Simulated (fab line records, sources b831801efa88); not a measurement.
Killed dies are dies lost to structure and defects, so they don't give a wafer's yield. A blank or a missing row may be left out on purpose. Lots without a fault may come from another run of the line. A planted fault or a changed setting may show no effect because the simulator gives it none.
Chamber matching | flow gf180mcu | GF_POLY_GATE_ETCH_13 on rie_si-01: 4 sister chambers
The step etches poly-Si in HBr/Cl2, stops on SiO2, target depth 198.5 nm, time 69.6 s. 22 wafers are shown with their chamber, then 11 later ones without.

WAFERS WITH THEIR CHAMBER
wafer  | chamber | drypump_motor_current_A (A) | run_length_s (s) | rf_fwd_power_W (W)
L707.1 | 0       | 6.1                         | 98.4             | 396.8
L707.2 | 1       | 5.4                         | 98.3             | 397.0
L707.5 | 2       | 5.6                         | 97.9             | 398.1
L708.2 | 0       | 6.1                         | 98.4             | 396.1
L708.5 | 2       | 5.6                         | 98.2             | 396.2
L708.6 | 0       | 6.1                         | 98.6             | 395.5
L709.2 | 0       | 6.1                         | 98.6             | 397.3
L709.3 | 1       | 5.4                         | 98.5             | 396.9
L709.5 | 0       | 6.1                         | 98.2             | 398.6
L710.1 | 0       | 6.1                         | 98.2             | 399.3
L710.3 | 1       | 5.4                         | 98.3             | 396.0
L710.4 | 0       | 6.1                         | 98.0             | 397.5
L711.1 | 2       | 5.6                         | 98.1             | 396.1
L711.3 | 0       | 6.1                         | 98.4             | 397.3
L711.4 | 3       | 5.8                         | 97.6             | 396.0
L713.2 | 3       | 5.7                         | 97.5             | 395.2
L713.4 | 2       | 5.6                         | 97.9             | 395.8
L713.6 | 3       | 5.7                         | 98.4             | 393.5
L714.2 | 3       | 5.7                         | 97.6             | 395.3
L714.5 | 3       | 5.7                         | 97.5             | 394.7
L714.6 | 0       | 6.1                         | 98.7             | 398.7
L715.1 | 2       | 5.6                         | 98.0             | 395.6

SIGNATURES (means of the wafers above)
reading                 | chamber 0 | chamber 1 | chamber 2 | chamber 3 | scatter within a chamber
drypump_motor_current_A | 6.100     | 5.400     | 5.600     | 5.720     | 0.0211
run_length_s            | 98.389    | 98.367    | 98.020    | 97.720    | 0.246
rf_fwd_power_W          | 397.456   | 396.633   | 396.360   | 394.940   | 1.07
Rule: a wafer's distance from a chamber is the root of the sum, over the readings, of the square of ((its reading less the chamber's mean) divided by the reading's scatter). The wafer belongs to the nearest chamber; if the next one is less than 2 further off, it can't be placed. The scatter: the root of (the sum of the squares of (reading less its chamber's mean) over the shown wafers, divided by (wafers less chambers)).

WAFERS WITHOUT THEIR CHAMBER
wafer  | drypump_motor_current_A (A) | run_length_s (s) | rf_fwd_power_W (W)
L715.4 | 5.7                         | 97.7             | 396.6
L715.6 | 5.4                         | 98.8             | 397.8
L719.3 | 6.1                         | 98.2             | 396.7
L719.5 | 5.6                         | 97.9             | 397.6
L719.6 | 5.7                         | 97.5             | 395.8
L722.2 | 6.1                         | 98.1             | 398.7
L725.1 | 6.1                         | 98.8             | 396.6
L725.5 | 6.1                         | 98.5             | 397.6
L727.3 | 6.1                         | 98.1             | 398.9
L727.4 | 5.6                         | 97.9             | 397.3
L727.5 | 6.1                         | 98.3             | 397.6

WHICH CHAMBER EACH WENT THROUGH
wafer  | from the rows above | in truth
L715.4 | 3                   | 3
L715.6 | 1                   | 1
L719.3 | 0                   | 0
L719.5 | 2                   | 2
L719.6 | 3                   | 3
L722.2 | 0                   | 0
L725.1 | 0                   | 0
L725.5 | 0                   | 0
L727.3 | 0                   | 0
L727.4 | 2                   | 2
L727.5 | 0                   | 0
Placed correctly: 11 of 11. Can't be placed from these rows: 0. Placed wrongly: 0.
